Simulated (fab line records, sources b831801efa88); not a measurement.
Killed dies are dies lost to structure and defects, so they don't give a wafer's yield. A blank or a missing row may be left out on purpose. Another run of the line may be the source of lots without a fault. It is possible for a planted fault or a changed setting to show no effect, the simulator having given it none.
A single fault, viewed from 2 desks | flow gf180mcu | numbers are kept per desk, each desk with only its own; the story behind them comes last

## TOOL OWNER'S DESK, cvd w-01
The tool's own readings at GF_V2_CVD_23 (deposits W, target thk 350 nm, time 104.94 s): means of the sampled wafers that have a number, for each lot that ran on this tool. The brackets show how far a lot's mean lies from the usual mean; more than 4 standard deviations puts the lot out of limits, marked OUT.
Columns: A = chamber pressure Torr at GF_V2_CVD_23, usual 40.00 Torr; B = heater power w at GF_V2_CVD_23, usual 951 W
lot  | first seen here | A     | B
L597 | day 20 06:04    | 40.09 | 1021
L598 | day 20 16:27    | 39.98 | 1044
L601 | day 22 02:45    | 40.05 | 1029
L603 | day 22 22:45    | 39.96 | 1035
L606 | day 23 21:02    | 40.00 | 1053
L610 | day 25 03:44    | 40.03 | 1038
L611 | day 25 09:53    | 40.01 | 1032
L618 | day 27 11:25    | 40.06 | 1038
L619 | day 27 13:41    | 39.91 | 1032
This desk's finding: nothing out of limits on any of the 9 lots.

## AT THE METROLOGY DESK
Lot by lot, what the gauges showed, no matter which tool ran the lot: averages of those sampled wafers that carry a number. The brackets show how far a lot's mean lies from the usual mean; more than 4 standard deviations puts the lot out of limits, marked OUT.
Columns: A = V5_W_RS at GF_V5_RS_MEAS_24, usual 0.328 ohm/sq
lot  | first seen here | A
L597 | day 27 04:25    | 0.328
L598 | day 27 12:50    | 0.328
L600 | day 28 05:44    | 0.324
L601 | day 28 19:13    | 0.327
L602 | day 29 03:32    | 0.331
L603 | day 29 12:11    | 0.325
L606 | day 30 06:38    | 0.333
L608 | day 30 12:48    | 0.328
L609 | day 31 04:11    | 0.324
L610 | day 31 07:04    | 0.327
L611 | day 31 11:57    | 0.325
L618 | day 33 04:55    | 0.323
L619 | day 33 05:53    | 0.333
This desk's finding: nothing out of limits on any of the 13 lots.

## ALL TOGETHER
The desk of the tool owner found nothing out of limits.
The metrology desk saw nothing out of limits.

## WHAT THE SIMULATOR PUT IN
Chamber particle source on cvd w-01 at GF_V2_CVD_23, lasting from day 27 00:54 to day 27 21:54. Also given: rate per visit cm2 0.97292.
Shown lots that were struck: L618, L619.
